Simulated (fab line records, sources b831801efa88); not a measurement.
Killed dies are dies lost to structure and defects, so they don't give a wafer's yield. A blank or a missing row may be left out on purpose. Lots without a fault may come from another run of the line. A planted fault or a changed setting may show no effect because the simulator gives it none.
fab line records | flow sky130
record lots=5 wafers=15 last_day=49
route steps=708 shown SONOS_TUNNEL@158 SONOS_ONO@168 GATE_OXIDE@187
lots that met no fault: from a run of the same line without faults
start_h: hours from the record's first day to the start of the lot's first wafer shown | wait_h: hours since the lot's step before | " the same as in the row above | L1.1+2: a row that stands for several wafers | - no value, or no start given | * or withheld: withheld | < > ~ a bound
route shown NAME@n: a module of which the file shows steps, and the number in the route of the first | usual: mean/standard deviation of fault-free wafers | same: alike in all rows | chamber/n: place in a boat | sites: the reading at each site | _std_site: their standard deviation | _edge_site: outer sites' mean less inner sites' | radius_mm: how far each site lies from the wafer's centre | mask NAME#n: copy n | behind: the tool/chamber that last shaped the wafer | hold: why the lot was held/for how many hours/how that ended | device: the transistor (n, p or np) that didn't switch | end of line: the same wafers' tests at the end of the route | a step without rows: its recipe alone | killed: dies lost to structure and defects at the first sort, not the wafer's yield | map: a wafer's dies, x killed, . not, _ none there
set.NAME: the setting as run; set.NAME@STEP: as run at that earlier step | model.NAME: the simulator's own value behind a step, which no gauge read
lots at some steps of the route; a table a step, a row a wafer
services: from which hour (start_h, from the record's first day; less than 0 if before it) a tool's chamber was out of use, for how many hours, and why
## steps
# step SKY_SONOS_TUNNEL_EXPOSE_04
# recipe mask_id=TUNM na=0.6 source_shape=conventional sigma_outer=0.6 polarization=unpolarized target_cd_nm=410 dose_mj=136
# columns lot.wafer tool chamber start_h wait_h mask
L079.1+3+6 iline_stepper-02 0 - - TUNM#0
L080.1+2+4 iline_stepper-02 0 - - TUNM#0
L083.1+2+3 iline_stepper-02 0 - - TUNM#0
L084.1+2+4 iline_stepper-02 0 - - TUNM#0
L094.1+3+5 iline_stepper-02 0 - - TUNM#0
# step SKY_SONOS_TUNNEL_PEB_05
# recipe temp_c=withheld time_s=* resist=NOVOLAK
# columns lot.wafer tool chamber start_h wait_h
L079.1+3+6 litho_track-04 0 - -
L080.1+2+4 litho_track-01 0 - -
L083.1+2+3 litho_track-03 0 - -
L084.1+2+4 litho_track-01 0 - -
L094.1+3+5 litho_track-04 0 - -
# step SKY_SONOS_TUNNEL_DEVELOP_06
# recipe resist=NOVOLAK developer=TMAH develop_time_s=60 dev_temp_c=23
# columns lot.wafer tool chamber start_h wait_h
L079.1+3+6 litho_track-04 0 287.15 0.1
L080.1+2+4 litho_track-01 0 292.81 0.1
L083.1+2+3 litho_track-03 0 319.50 0.1
L084.1+2+4 litho_track-01 0 323.41 0.1
L094.1+3+5 litho_track-04 0 415.50 0.1
# step SKY_SONOS_TUNNEL_CD_MEAS_07
# recipe target_cd_nm=410
# usual cd_nm=409.1/2.3
# columns lot.wafer tool chamber start_h wait_h cd_nm
L079.1 cd_sem-02 - 287.30 0.1 413.1
L079.3 " - " " 412.8
L079.6 " - " " 413.4
L080.1 cd_sem-01 - 292.96 0.1 409.3
L080.2 " - " " 409.6
L080.4 " - " " 414.1
L083.1 cd_sem-01 - 319.65 0.1 410.8
L083.2 " - " " 411.0
L083.3 " - " " 411.6
L084.1 cd_sem-02 - 323.56 0.1 409.3
L084.2 " - " " 410.8
L084.4 " - " " 409.1
L094.1 cd_sem-01 - 415.65 0.1 405.0
L094.3 " - " " 407.2
L094.5 " - " " 407.4
# step SKY_SONOS_TUNNEL_OVL_MEAS_08
# usual SONOS_TUNNEL_OVL=-0.1/1.4
# columns lot.wafer tool chamber start_h wait_h SONOS_TUNNEL_OVL[nm]
L079.1 overlay-01 - 287.42 0.1 0.0
L079.3 " - " " 1.9
L079.6 " - " " 1.6
L080.1 overlay-02 - 293.08 0.1 0.0
L080.2 " - " " 1.8
L080.4 " - " " 0.9
L083.1 overlay-01 - 319.77 0.1 -0.6
L083.2 " - " " -0.6
L083.3 " - " " -1.9
L084.1 overlay-02 - 323.68 0.1 -0.9
L084.2 " - " " -0.7
L084.4 " - " " -0.9
L094.1 overlay-02 - 415.77 0.1 1.1
L094.3 " - " " 1.1
L094.5 " - " " 1.5
# step SKY_SONOS_TUNNEL_IMPLANT_09
# recipe species=B energy_kev=20 dose_cm2=1e+12 tilt_deg=withheld
# columns lot.wafer tool chamber start_h wait_h
L079.1+3+6 implanter-04 0 287.46 0.0
L080.1+2+4 implanter-04 0 293.24 0.1
L083.1+2+3 implanter-03 0 319.81 0.0
L084.1+2+4 implanter-02 0 323.72 0.0
L094.1+3+5 implanter-02 0 415.81 0.0
# step SKY_SONOS_TUNNEL_WET_ETCH_10
# recipe chemistry=dHF target_depth_nm=14 target=SiO2 dilution=100:1 temp_c=25 time_s=280
# columns lot.wafer tool chamber start_h wait_h
L079.1+3+6 wet_bench-02 2 287.61 0.1
L080.1+2+4 wet_bench-02 2 293.39 0.1
L083.1+2+3 wet_bench-02 0 319.96 0.1
L084.1+2+4 wet_bench-03 2 323.87 0.1
L094.1+3+5 wet_bench-04 3 415.96 0.1
# step SKY_SONOS_TUNNEL_STRIP_11
# recipe chemistry=SPM time_s=600 temp_c=130
# columns lot.wafer tool chamber start_h wait_h
L079.1+3+6 wet_bench-04 0 287.71 0.0
L080.1+2+4 wet_bench-03 3 293.49 0.0
L083.1+2+3 wet_bench-03 3 320.05 0.0
L084.1+2+4 wet_bench-02 0 324.04 0.0
L094.1+3+5 wet_bench-04 0 416.05 0.0
# step SKY_SONOS_TUNNEL_TW_MEAS_12
# usual SONOS_TUNNEL_TW=197.7/1.3
# columns lot.wafer tool chamber start_h wait_h SONOS_TUNNEL_TW
L079.1 film_metro-04 - 287.89 0.0 198.4
L079.3 " - " " 197.9
L079.6 " - " " 198.5
L080.1 film_metro-02 - 293.66 0.0 196.6
L080.2 " - " " 196.2
L080.4 " - " " 196.4
L083.1 film_metro-04 - 320.40 0.0 197.9
L083.2 " - " " 197.7
L083.3 " - " " 198.3
L084.1 film_metro-04 - 324.23 0.0 198.8
L084.2 " - " " 197.5
L084.4 " - " " 198.4
L094.1 film_metro-03 - 416.24 0.0 198.2
L094.3 " - " " 199.9
L094.5 " - " " 198.2
# step SKY_SONOS_TUNNEL_CLEAN_13
# recipe chemistry=dHF time_s=20 dilution=100:1 dry=ipa_marangoni
# columns lot.wafer tool chamber start_h wait_h
L079.1+3+6 wet_bench-03 0 287.95 0.1
L080.1+2+4 wet_bench-04 2 293.72 0.1
L083.1+2+3 wet_bench-04 1 320.46 0.1
L084.1+2+4 wet_bench-04 1 324.29 0.1
L094.1+3+5 wet_bench-04 2 416.30 0.1
# step SKY_SONOS_ONO_OXIDATION_00
# recipe temp_c=800 ambient=O2 idle_temp_c=700 ramp_up_c_per_min=10 ramp_down_c_per_min=3 stabilise_s=600 purge_s=300 target_thk_a=26 ox_time_s=1249
# usual ox_temp_c=800.0/0.4 ox_temp_c_max=806.2/1.7
# columns lot.wafer tool chamber start_h wait_h ox_temp_c ox_temp_c_max
L079.1 furnace-01 0 288.45 0.5 800.3 808.4
L079.3 " 0 " " 799.5 807.4
L079.6 " 0 " " 800.1 806.1
L080.1 furnace-01 0 293.94 0.2 799.8 808.5
L080.2 " 0 " " 799.9 806.7
L080.4 " 0 " " 800.8 807.8
L083.1 furnace-01 0 322.07 1.6 801.0 807.8
L083.2 " 0 " " 800.9 808.7
L083.3 " 0 " " 800.1 806.7
L084.1 furnace-01 0 324.82 0.5 800.3 807.4
L084.2 " 0 " " 800.5 805.9
L084.4 " 0 " " 799.7 809.2
L094.1 furnace-02 0 418.74 2.4 800.0 804.8
L094.3 " 0 " " 799.8 803.6
L094.5 " 0 " " 800.1 805.7
# step SKY_SONOS_ONO_THK_MEAS_01
# recipe reads=SiO2_of_SONOS_ONO_OXIDATION_00
# usual SONOS_ONO_OXIDATION_THK=2.61/0.053
# columns lot.wafer tool chamber start_h wait_h SONOS_ONO_OXIDATION_THK[nm]
L079.1 film_metro-01 - 289.80 0.0 2.55
L079.3 " - " " 2.54
L079.6 " - " " 2.53
L080.1 film_metro-03 - 295.29 0.0 2.56
L080.2 " - " " 2.61
L080.4 " - " " 2.60
L083.1 film_metro-02 - 323.41 0.0 2.70
L083.2 " - " " 2.68
L083.3 " - " " 2.68
L084.1 film_metro-02 - 326.17 0.0 2.67
L084.2 " - " " 2.61
L084.4 " - " " 2.62
L094.1 film_metro-01 - 420.09 0.0 2.57
L094.3 " - " " 2.65
L094.5 " - " " 2.74
# step SKY_SONOS_ONO_CVD_02
# recipe material=Si3N4 precursor=DCS/NH3 target_thk_nm=10.5 temp_c=770 time_s=180 pressure_mtorr=250
# columns lot.wafer tool chamber start_h wait_h
L079.1+3+6 lpcvd-02 0 291.61 1.8
L080.1+2+4 lpcvd-02 0 295.35 0.1
L083.1+2+3 lpcvd-02 0 326.10 2.7
L084.1+2+4 lpcvd-02 1 327.15 1.0
L094.1+3+5 lpcvd-02 0 421.75 1.6
# step SKY_SONOS_ONO_THK_MEAS_03
# recipe reads=Si3N4_of_SONOS_ONO_CVD_02
# usual SONOS_ONO_CVD_02_THK=10.53/0.13
# columns lot.wafer tool chamber start_h wait_h SONOS_ONO_CVD_02_THK[nm]
L079.1 film_metro-01 - 293.18 0.0 10.61
L079.3 " - " " 10.60
L079.6 " - " " 10.69
L080.1 film_metro-02 - 296.40 0.0 10.57
L080.2 " - " " 10.65
L080.4 " - " " 10.75
L083.1 film_metro-02 - 327.15 0.0 10.52
L083.2 " - " " 10.62
L083.3 " - " " 10.56
L084.1 film_metro-01 - 328.73 0.0 10.77
L084.2 " - " " 10.72
L084.4 " - " " 10.77
L094.1 film_metro-02 - 422.80 0.0 10.33
L094.3 " - " " 10.45
L094.5 " - " " 10.43
# step SKY_SONOS_ONO_CVD_04
# recipe material=SiO2 precursor=SiH4/N2O target_thk_nm=5.7199 temp_c=900 pressure_mtorr=400
# columns lot.wafer tool chamber start_h wait_h
L079.1+3+6 lpcvd-03 1 293.24 0.1
L080.1+2+4 lpcvd-03 0 296.46 0.1
L083.1+2+3 lpcvd-03 1 327.21 0.1
L084.1+2+4 lpcvd-03 0 329.09 0.3
L094.1+3+5 lpcvd-03 1 422.86 0.1
# step SKY_SONOS_ONO_THK_MEAS_05
# recipe reads=SiO2_of_SONOS_ONO_CVD_04
# usual SONOS_ONO_CVD_04_THK=5.64/0.11
# columns lot.wafer tool chamber start_h wait_h SONOS_ONO_CVD_04_THK[nm]
L079.1 film_metro-01 - 294.49 0.0 5.63
L079.3 " - " " 5.64
L079.6 " - " " 5.61
L080.1 film_metro-03 - 297.71 0.0 5.63
L080.2 " - " " 5.59
L080.4 " - " " 5.56
L083.1 film_metro-02 - 329.09 0.0 5.67
L083.2 " - " " 5.57
L083.3 " - " " 5.56
L084.1 film_metro-02 - 330.96 0.0 5.60
L084.2 " - " " 5.70
L084.4 " - " " 5.72
L094.1 film_metro-02 - 424.11 0.0 5.57
L094.3 " - " " 5.62
L094.5 " - " " 5.51
# step SKY_SONOS_ONO_DEHYDRATE_06
# recipe temp_c=200 time_s=60
# columns lot.wafer tool chamber start_h wait_h
L079.1+3+6 litho_track-03 0 306.60 12.1
L080.1+2+4 litho_track-01 0 309.66 11.9
L083.1+2+3 litho_track-02 0 340.96 11.9
L084.1+2+4 litho_track-03 0 343.60 12.6
L094.1+3+5 litho_track-01 0 437.41 13.3
# step SKY_SONOS_ONO_HMDS_07
# recipe prime_time_s=60 prime_temp_c=120
# columns lot.wafer tool chamber start_h wait_h
L079.1+3+6 litho_track-03 0 306.75 0.1
L080.1+2+4 litho_track-01 0 309.81 0.1
L083.1+2+3 litho_track-02 0 341.11 0.1
L084.1+2+4 litho_track-03 0 343.75 0.1
L094.1+3+5 litho_track-01 0 437.56 0.1
# step SKY_SONOS_ONO_COAT_08
# recipe resist=NOVOLAK spin_rpm=3000 resist_thk_nm=1140
# usual spin_speed_rpm=2999.6/1.7
# columns lot.wafer tool chamber start_h wait_h spin_speed_rpm
L079.1 litho_track-03 0 306.90 0.1 2996.4
L079.3 " 0 " " 2996.8
L079.6 " 0 " " 2998.9
L080.1 litho_track-01 0 309.96 0.1 3001.4
L080.2 " 0 " " 3000.8
L080.4 " 0 " " 3001.4
L083.1 litho_track-02 0 341.26 0.1 2996.5
L083.2 " 0 " " 2998.8
L083.3 " 0 " " 3000.5
L084.1 litho_track-03 0 343.90 0.1 2999.0
L084.2 " 0 " " 2999.3
L084.4 " 0 " " 2999.2
L094.1 litho_track-01 0 437.71 0.1 2997.8
L094.3 " 0 " " 2999.9
L094.5 " 0 " " 2998.3
# step SKY_SONOS_ONO_SOFTBAKE_09
# recipe temp_c=90 time_s=60 resist=NOVOLAK
# columns lot.wafer tool chamber start_h wait_h
L079.1+3+6 litho_track-03 0 307.05 0.1
L080.1+2+4 litho_track-01 0 310.11 0.1
L083.1+2+3 litho_track-02 0 341.41 0.1
L084.1+2+4 litho_track-03 0 344.05 0.1
L094.1+3+5 litho_track-01 0 437.86 0.1
# step SKY_SONOS_ONO_EXPOSE_10
# recipe mask_id=ONOM target_cd_nm=410 na=0.6 source_shape=conventional sigma_outer=0.6 dose_mj=150
# columns lot.wafer tool chamber start_h wait_h mask
L079.1+3+6 iline_stepper-01 0 - - ONOM#0
L080.1+2+4 iline_stepper-01 0 - - ONOM#0
L083.1+2+3 iline_stepper-01 0 - - ONOM#0
L084.1+2+4 iline_stepper-02 0 - - ONOM#0
L094.1+3+5 iline_stepper-01 0 - - ONOM#0
# step SKY_SONOS_ONO_PEB_11
# recipe temp_c=withheld time_s=* resist=NOVOLAK
# columns lot.wafer tool chamber start_h wait_h
L079.1+3+6 litho_track-01 0 - -
L080.1+2+4 litho_track-02 0 - -
L083.1+2+3 litho_track-02 0 - -
L084.1+2+4 litho_track-02 0 - -
L094.1+3+5 litho_track-02 0 - -
# step SKY_SONOS_ONO_DEVELOP_12
# recipe develop_time_s=60 dev_temp_c=23
# columns lot.wafer tool chamber start_h wait_h
L079.1+3+6 litho_track-01 0 319.61 0.1
L080.1+2+4 litho_track-02 0 322.71 0.1
L083.1+2+3 litho_track-02 0 354.86 0.1
L084.1+2+4 litho_track-02 0 357.51 0.1
L094.1+3+5 litho_track-02 0 452.36 0.1
# step SKY_SONOS_ONO_CD_MEAS_13
# recipe target_cd_nm=410
# usual cd_nm=409.6/2.2
# columns lot.wafer tool chamber start_h wait_h cd_nm
L079.1 cd_sem-02 - 319.76 0.1 406.9
L079.3 " - " " 404.7
L079.6 " - " " 405.7
L080.1 cd_sem-01 - 322.86 0.1 409.2
L080.2 " - " " 409.5
L080.4 " - " " 410.7
L083.1 cd_sem-01 - 355.01 0.1 412.5
L083.2 " - " " 409.4
L083.3 " - " " 411.8
L084.1 cd_sem-02 - 357.66 0.1 406.8
L084.2 " - " " 407.2
L084.4 " - " " 406.2
L094.1 cd_sem-02 - 452.52 0.1 407.5
L094.3 " - " " 407.5
L094.5 " - " " 406.7
# step SKY_SONOS_ONO_OVL_MEAS_14
# usual SONOS_ONO_OVL=0.1/1.5
# columns lot.wafer tool chamber start_h wait_h SONOS_ONO_OVL[nm]
L079.1 overlay-02 - 319.88 0.1 1.7
L079.3 " - " " -0.5
L079.6 " - " " 0.4
L080.1 overlay-01 - 322.98 0.1 0.2
L080.2 " - " " 0.2
L080.4 " - " " 0.6
L083.1 overlay-01 - 355.13 0.1 -1.1
L083.2 " - " " -2.0
L083.3 " - " " -2.8
L084.1 overlay-02 - 357.78 0.1 0.8
L084.2 " - " " 1.0
L084.4 " - " " 1.6
L094.1 overlay-01 - 452.64 0.1 1.7
L094.3 " - " " 1.5
L094.5 " - " " 2.3
# step SKY_SONOS_ONO_ETCH_15
# recipe target_depth_nm=19.52 chemistry=CHF3/O2 source_w=600 bias_w=200 pressure_mtorr=40 chf3_flow_sccm=50 O2_flow_sccm=5 time_s=7.8
# usual chf3_flow_sccm=50.03/0.17 drypump_motor_current_A=5.6/0.5 oes_product_au=0.998/0.012 throttle_valve_pct=8.824/0.0088
# columns lot.wafer tool chamber start_h wait_h chf3_flow_sccm drypump_motor_current_A oes_product_au rf_hours_counter_h throttle_valve_pct
L079.1 rie_diel-01 3 319.92 0.0 50.17 5.9 0.980 1 8.821
L079.3 " 1 " " 49.86 4.9 0.991 5 8.817
L079.6 " 2 " " 50.01 4.9 1.001 - 8.824
L080.1 rie_diel-01 3 323.02 0.0 50.12 5.8 0.992 1 8.815
L080.2 " 0 " " 49.91 6.1 1.010 34 8.819
L080.4 " 1 " " 50.23 4.9 1.005 5 8.828
L083.1 rie_diel-01 0 355.17 0.0 50.14 6.1 1.005 35 8.818
L083.2 " 3 " " 50.12 5.9 0.989 2 8.819
L083.3 " 1 " " 50.29 4.8 0.992 5 8.823
L084.1 rie_diel-01 3 357.82 0.0 50.24 5.8 0.988 2 8.824
L084.2 " 2 " " 50.02 4.8 1.000 7 8.813
L084.4 " 1 " " 50.01 4.8 0.997 5 8.811
L094.1 rie_diel-03 2 452.68 0.0 49.94 6.3 0.984 75 8.824
L094.3 " 1 " " 50.08 5.6 1.008 26 8.818
L094.5 " 1 " " 49.87 5.6 1.016 - 8.815
# step SKY_SONOS_ONO_WET_ETCH_16
# recipe chemistry=dHF target_depth_nm=14 dry=n2_spin target=SiO2 dilution=100:1 temp_c=25 time_s=280
# columns lot.wafer tool chamber start_h wait_h
L079.1+3+6 wet_bench-04 2 319.94 0.0
L080.1+2+4 wet_bench-01 3 323.04 0.0
L083.1+2+3 wet_bench-01 2 355.19 0.0
L084.1+2+4 wet_bench-04 3 357.84 0.0
L094.1+3+5 wet_bench-04 0 452.70 0.0
# step SKY_SONOS_ONO_STRIP_17
# recipe chemistry=O2/N2 power_w=1400 pressure_mtorr=1500 platen_temp_c=withheld o2_flow_sccm=3000 n2_flow_sccm=300 overash_fraction=0.5
# usual drypump_motor_current_A=5.50/0.17 oes_product_au=0.710/0.0048 strip_time_to_endpoint_s=14.12/0.049
# columns lot.wafer tool chamber start_h wait_h drypump_motor_current_A oes_product_au rf_hours_counter_h strip_time_to_endpoint_s
L079.1 plasma_asher-02 0 320.03 0.0 5.82 0.704 49 14.12
L079.3 " 1 " " 5.58 0.712 - 14.10
L079.6 " 1 " " 5.55 0.711 - 14.06
L080.1 plasma_asher-02 0 323.14 0.0 5.82 0.711 49 14.06
L080.2 " 1 " " 5.54 0.712 49 14.03
L080.4 " 0 " " 5.84 0.711 - 14.06
L083.1 plasma_asher-01 0 355.28 0.0 5.23 0.706 66 14.15
L083.2 " 1 " " 5.31 0.700 66 14.17
L083.3 " 0 " " 5.24 0.712 - 14.17
L084.1 plasma_asher-04 0 357.93 0.0 5.54 0.704 24 14.15
L084.2 " 1 " " 5.44 0.725 24 14.14
L084.4 " 0 " " 5.59 0.707 - 14.14
L094.1 plasma_asher-04 1 452.79 0.0 5.40 0.712 34 14.15
L094.3 " 1 " " 5.42 0.711 - 14.10
L094.5 " 1 " " 5.42 0.707 - 14.02
# step SKY_SONOS_ONO_WET_ETCH_18
# recipe chemistry=H3PO4 target_depth_nm=15 target=Si3N4 temp_c=160 time_s=172
# columns lot.wafer tool chamber start_h wait_h
L079.1+3+6 wet_bench-01 3 320.13 0.1
L080.1+2+4 wet_bench-02 1 323.24 0.1
L083.1+2+3 wet_bench-04 1 355.38 0.1
L084.1+2+4 wet_bench-02 0 358.03 0.1
L094.1+3+5 wet_bench-02 1 452.89 0.1
# step SKY_GATE_OXIDE_CLEAN_00
# recipe chemistry=SC1/SC2 mix=1:4:20 temp_c=70 time_s=150 dry=n2_spin
# columns lot.wafer tool chamber start_h wait_h
L079.1+3+6 wet_bench-04 2 320.19 0.0
L080.1+2+4 wet_bench-04 0 323.30 0.0
L083.1+2+3 wet_bench-01 0 355.43 0.0
L084.1+2+4 wet_bench-04 2 358.14 0.0
L094.1+3+5 wet_bench-04 3 452.95 0.0
# step SKY_GATE_OXIDE_OXIDATION_01
# recipe temp_c=900 ambient=O2 stabilise_s=600 purge_s=300 target_thk_a=102.68 ox_time_s=1473
# usual ox_temp_c=900.0/0.36 ox_temp_c_max=906.6/1.8
# columns lot.wafer tool chamber start_h wait_h ox_temp_c ox_temp_c_max
L079.1 furnace-02 0 321.38 1.1 899.8 905.9
L079.3 " 0 " " 899.6 904.0
L079.6 " 0 " " 900.3 906.5
L080.1 furnace-01 0 323.41 0.1 899.8 906.5
L080.2 " 0 " " 900.4 908.1
L080.4 " 0 " " 899.9 908.2
L083.1 furnace-02 0 356.80 1.3 900.2 906.5
L083.2 " 0 " " 900.5 905.6
L083.3 " 0 " " 900.1 906.2
L084.1 furnace-01 0 358.19 0.0 900.1 907.2
L084.2 " 0 " " 899.6 908.7
L084.4 " 0 " " 900.1 909.5
L094.1 furnace-01 0 455.73 2.7 899.9 906.6
L094.3 " 0 " " 900.5 912.5
L094.5 " 0 " " 899.6 909.2
# step SKY_GATE_OXIDE_THK_MEAS_02
# recipe reads=SiO2_of_GATE_OXIDE_OXIDATION_01
# usual GATE_OXIDE_OXIDATION_00_THK=10.30/0.17
# columns lot.wafer tool chamber start_h wait_h GATE_OXIDE_OXIDATION_00_THK[nm]
L079.1 film_metro-01 - 322.79 0.0 10.43
L079.3 " - " " 10.43
L079.6 " - " " 10.34
L080.1 film_metro-01 - 324.82 0.0 10.33
L080.2 " - " " 10.31
L080.4 " - " " 10.15
L083.1 film_metro-01 - 358.20 0.0 10.22
L083.2 " - " " 10.33
L083.3 " - " " 10.30
L084.1 film_metro-04 - 359.60 0.0 10.42
L084.2 " - " " 10.22
L084.4 " - " " 10.31
L094.1 film_metro-02 - 457.14 0.0 10.52
L094.3 " - " " 10.48
L094.5 " - " " 10.37
# step SKY_GATE_OXIDE_DEHYDRATE_03
# recipe temp_c=200 time_s=60
# columns lot.wafer tool chamber start_h wait_h
L079.1+3+6 litho_track-02 0 335.66 12.9
L080.1+2+4 litho_track-02 0 337.51 12.7
L083.1+2+3 litho_track-02 0 371.56 13.3
L084.1+2+4 litho_track-01 0 372.76 13.2
L094.1+3+5 litho_track-01 0 472.56 15.4
# step SKY_GATE_OXIDE_HMDS_04
# recipe prime_time_s=60 prime_temp_c=120
# columns lot.wafer tool chamber start_h wait_h
L079.1+3+6 litho_track-02 0 335.81 0.1
L080.1+2+4 litho_track-02 0 337.66 0.1
L083.1+2+3 litho_track-02 0 371.71 0.1
L084.1+2+4 litho_track-01 0 372.91 0.1
L094.1+3+5 litho_track-01 0 472.71 0.1
# step SKY_GATE_OXIDE_COAT_05
# recipe resist=NOVOLAK spin_rpm=3000 resist_thk_nm=1140
# usual spin_speed_rpm=3000.0/1.8
# columns lot.wafer tool chamber start_h wait_h spin_speed_rpm
L079.1 litho_track-02 0 335.96 0.1 2999.8
L079.3 " 0 " " 3002.0
L079.6 " 0 " " 3000.7
L080.1 litho_track-02 0 337.81 0.1 3001.5
L080.2 " 0 " " 2999.1
L080.4 " 0 " " 2999.1
L083.1 litho_track-02 0 371.86 0.1 3001.2
L083.2 " 0 " " 3000.6
L083.3 " 0 " " 2999.4
L084.1 litho_track-01 0 373.06 0.1 3000.8
L084.2 " 0 " " 3000.5
L084.4 " 0 " " 2999.8
L094.1 litho_track-01 0 472.86 0.1 3000.0
L094.3 " 0 " " 3000.3
L094.5 " 0 " " 3001.1
# step SKY_GATE_OXIDE_SOFTBAKE_06
# recipe temp_c=90 time_s=60 resist=NOVOLAK
# columns lot.wafer tool chamber start_h wait_h
L079.1+3+6 litho_track-02 0 336.11 0.1
L080.1+2+4 litho_track-02 0 337.96 0.1
L083.1+2+3 litho_track-02 0 372.01 0.1
L084.1+2+4 litho_track-01 0 373.21 0.1
L094.1+3+5 litho_track-01 0 473.01 0.1
# step SKY_GATE_OXIDE_EXPOSE_07
# recipe mask_id=LVOM na=0.6 source_shape=conventional sigma_outer=0.6 polarization=unpolarized target_cd_nm=600 dose_mj=170
# columns lot.wafer tool chamber start_h wait_h mask
L079.1+3+6 iline_stepper-02 0 - - LVOM#0
L080.1+2+4 iline_stepper-02 0 - - LVOM#0
L083.1+2+3 iline_stepper-02 0 - - LVOM#0
L084.1+2+4 iline_stepper-02 0 - - LVOM#0
L094.1+3+5 iline_stepper-01 0 - - LVOM#0
# step SKY_GATE_OXIDE_PEB_08
# recipe temp_c=withheld time_s=* resist=NOVOLAK
# columns lot.wafer tool chamber start_h wait_h
L079.1+3+6 litho_track-02 0 - -
L080.1+2+4 litho_track-02 0 - -
L083.1+2+3 litho_track-04 0 - -
L084.1+2+4 litho_track-01 0 - -
L094.1+3+5 litho_track-02 0 - -
# step SKY_GATE_OXIDE_DEVELOP_09
# recipe resist=NOVOLAK developer=TMAH develop_time_s=60 dev_temp_c=23
# columns lot.wafer tool chamber start_h wait_h
L079.1+3+6 litho_track-02 0 349.56 0.1
L080.1+2+4 litho_track-02 0 351.31 0.1
L083.1+2+3 litho_track-04 0 386.15 0.1
L084.1+2+4 litho_track-01 0 387.51 0.1
L094.1+3+5 litho_track-02 0 488.31 0.1
# step SKY_GATE_OXIDE_OVL_MEAS_10
# usual GATE_OXIDE_OVL=0.3/1.4
# columns lot.wafer tool chamber start_h wait_h GATE_OXIDE_OVL[nm]
L079.1 overlay-01 - 349.71 0.1 3.1
L079.3 " - " " 1.7
L079.6 " - " " 0.0
L080.1 overlay-02 - 351.46 0.1 0.6
L080.2 " - " " -0.8
L080.4 " - " " 0.7
L083.1 overlay-01 - 386.30 0.1 1.6
L083.2 " - " " 0.7
L083.3 " - " " 0.8
L084.1 overlay-01 - 387.66 0.1 1.6
L084.2 " - " " 1.8
L084.4 " - " " 2.1
L094.1 overlay-01 - 488.46 0.1 -0.1
L094.3 " - " " -0.3
L094.5 " - " " -1.3
# step SKY_GATE_OXIDE_IMPLANT_11
# recipe species=B energy_kev=10 dose_cm2=2.6e+12 tilt_deg=withheld
# columns lot.wafer tool chamber start_h wait_h
L079.1+3+6 implanter-03 0 349.75 0.0
L080.1+2+4 implanter-02 0 351.50 0.0
L083.1+2+3 implanter-02 0 386.34 0.0
L084.1+2+4 implanter-03 0 387.70 0.0
L094.1+3+5 implanter-03 0 488.50 0.0
# step SKY_GATE_OXIDE_WET_ETCH_12
# recipe chemistry=dHF target_depth_nm=16.8 dry=n2_spin target=SiO2 dilution=100:1 temp_c=25 time_s=336
# columns lot.wafer tool chamber start_h wait_h
L079.1+3+6 wet_bench-04 3 349.90 0.1
L080.1+2+4 wet_bench-01 2 351.65 0.1
L083.1+2+3 wet_bench-04 1 386.49 0.1
L084.1+2+4 wet_bench-04 2 387.85 0.1
L094.1+3+5 wet_bench-02 1 488.65 0.1
# step SKY_GATE_OXIDE_STRIP_13
# recipe chemistry=O2/N2 power_w=1400 pressure_mtorr=1500 platen_temp_c=withheld o2_flow_sccm=3000 n2_flow_sccm=300 overash_fraction=0.5
# usual drypump_motor_current_A=5.40/0.24 oes_product_au=0.716/0.0042 strip_time_to_endpoint_s=14.20/0.042
# columns lot.wafer tool chamber start_h wait_h drypump_motor_current_A oes_product_au rf_hours_counter_h strip_time_to_endpoint_s
L079.1 plasma_asher-01 1 350.00 0.0 5.34 0.711 65 14.20
L079.3 " 1 " " 5.36 0.710 - 14.24
L079.6 " 1 " " 5.37 0.717 - 14.20
L080.1 plasma_asher-04 0 351.75 0.0 5.60 0.719 24 14.21
L080.2 " 1 " " 5.41 0.716 24 14.18
L080.4 " 1 " " 5.43 0.712 - 14.17
L083.1 plasma_asher-01 1 386.59 0.0 5.36 0.716 69 14.25
L083.2 " 0 " " 5.26 0.713 69 14.27
L083.3 " 0 " " 5.23 0.719 - 14.28
L084.1 plasma_asher-01 0 387.95 0.0 5.27 0.718 69 14.23
L084.2 " 1 " " 5.35 0.719 69 14.24
L084.4 " 0 " " 5.26 0.718 - 14.18
L094.1 plasma_asher-04 0 488.75 0.0 5.61 0.720 37 14.21
L094.3 " 1 " " 5.43 0.724 - 14.17
L094.5 " 0 " " 5.56 0.717 - 14.14
# step SKY_GATE_OXIDE_TW_MEAS_14
# usual GATE_OXIDE_TW=224.3/0.96
# columns lot.wafer tool chamber start_h wait_h GATE_OXIDE_TW
L079.1 film_metro-04 - 350.10 0.1 225.6
L079.3 " - " " 225.2
L079.6 " - " " 224.4
L080.1 film_metro-04 - 351.85 0.1 223.8
L080.2 " - " " 223.9
L080.4 " - " " 224.9
L083.1 film_metro-02 - 386.69 0.1 224.9
L083.2 " - " " 224.4
L083.3 " - " " 225.4
L084.1 film_metro-04 - 388.05 0.1 224.2
L084.2 " - " " 224.1
L084.4 " - " " 223.9
L094.1 film_metro-04 - 488.85 0.1 225.4
L094.3 " - " " 223.8
L094.5 " - " " 224.6
# step SKY_GATE_OXIDE_CLEAN_15
# recipe chemistry=SC1/SC2 mix=1:4:20 temp_c=70 time_s=150 dry=n2_spin
# columns lot.wafer tool chamber start_h wait_h
L079.1+3+6 wet_bench-02 3 350.16 0.1
L080.1+2+4 wet_bench-01 0 351.91 0.1
L083.1+2+3 wet_bench-01 3 386.75 0.1
L084.1+2+4 wet_bench-04 1 388.11 0.1
L094.1+3+5 wet_bench-02 2 488.91 0.1
## services
# columns tool chamber start_h hours kind
implanter-02 - 259.48 3.7 repair
furnace-01 - 263.13 2.6 pm
implanter-02 - 265.69 1.8 repair
furnace-02 - 266.74 4.8 pm
wet_bench-02 - 278.36 1.3 repair
rie_diel-01 - 336.17 0.4 repair
iline_stepper-02 - 345.12 1.7 pm
rie_diel-01 0 351.67 1.6 repair
iline_stepper-01 - 371.91 1.7 pm
implanter-02 - 392.20 3.5 pm
wet_bench-02 - 395.38 4.6 repair
furnace-01 - 408.42 3.8 pm
wet_bench-01 - 411.09 46.6 pm
iline_stepper-01 - 416.61 8.9 pm
iline_stepper-02 - 418.34 6.9 repair
plasma_asher-01 - 421.25 9.0 pm
iline_stepper-02 - 429.19 18.5 repair
implanter-03 - 432.81 41.3 repair
implanter-02 - 447.40 4.3 pm
rie_diel-01 2 453.17 3.0 repair
lpcvd-02 - 465.84 6.0 pm
wet_bench-01 - 474.21 0.6 repair
rie_diel-01 3 482.21 5.0 repair
rie_diel-01 1 487.14 3.4 repair
## key
fault none
